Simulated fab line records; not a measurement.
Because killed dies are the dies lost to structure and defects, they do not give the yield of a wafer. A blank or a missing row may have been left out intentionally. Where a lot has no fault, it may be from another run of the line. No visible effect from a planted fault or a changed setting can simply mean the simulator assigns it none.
A struck lot beside a sound one	flow gf180mcu	14 steps out of a route of 602
Sound: the wafers L890.2, L890.3, L890.6. The struck wafers were L891.2, L891.5, L891.6. Last of all comes the cause.
Each step with rows lists, per side, the tool, then ch with its chambers, then its first start. Under that, the readings that differ: sound wafers	struck wafers	difference of the means	sigmas: that difference in standard deviations of wafers without a fault.
alike: same words and numbers on both sides, and readings whose means sit less than 2 such deviations apart. not compared: any withheld reading, any reading some wafer has no value for, any bound like >300 that may hide the same value, and any number with overlapping values for which the record gives no deviation.
The two part at a step that has a row with sigmas, a row that says differs or no value, or rows on one side only. Non-overlapping numbers with no deviation appear without sigmas and do not part them. A reading missing from all wafers of one side parts the sides only when that side holds two or more wafers.

first, 2 steps without rows for these wafers: GF_M1_CLEAN_19 (cleans in DIW); GF_V1_CVD_00 (deposits SiO2, target thk 600 nm, time 100 s).
GF_V1_THK_MEAS_01:
  sound: film-metro-01 at day 20 18:33; struck: film-metro-01 at day 21 18:02
  alike: V1_CVD_00_THK
GF_V1_CVD_02: deposits SiO2 from TEOS, target thk 850 nm, time 94.851 s.
  sound on pecvd-04 ch 0,1,2, day 20 18:36; struck on pecvd-04 ch 0,1,2, day 21 18:05
  alike: heater-power-w
GF_V1_THK_MEAS_03:
  sound: film-metro-02 at day 20 18:41; struck: film-metro-02 at day 21 18:10
  alike: V1_CVD_02_THK
GF_V1_CMP_04: polishes SiO2.
  sound on cmp-01 ch 0,1,3, day 20 18:47; struck on cmp-01 ch 0,3, day 21 18:16
  alike: edge-zone-pressure-frac, motor-current-A, time-to-endpoint-s
GF_V1_BOW_MEAS_05:
  sound: film-metro-02 at day 20 19:03; struck: film-metro-03 at day 21 18:32
  alike: V1_BOW
then, 5 steps without rows for these wafers: GF_V1_DEHYDRATE_06 (time 60 s); GF_V1_HMDS_07 (prime time 60 s); GF_V1_COAT_08; GF_V1_COAT_09 (resist thk 1000 nm); GF_V1_SOFTBAKE_10 (time 60 s).
GF_V1_EXPOSE_11: exposes mask Via1, target cd 260 nm.
  sound on krf-scanner-02 ch 0, day 21 07:20; struck on krf-scanner-02, day 22 06:29
  no value came back on the struck wafers for exposure-dose-mJ-cm2, focus-offset-nm (nm), reticle-temp-C (C); on the sound wafers exposure-dose-mJ-cm2 reads 38.02 38.00 38.00
  alike: mask
then, 1 step without rows for these wafers: GF_V1_PEB_12 (peb time 90 s).

## WHERE THEY PART
Only at GF_V1_EXPOSE_11, as far as this record shows.

WHY: the cause the simulator had injected
Entire step skipped (krf-scanner-02, GF_V1_EXPOSE_11), from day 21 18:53 onward. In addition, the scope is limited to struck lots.
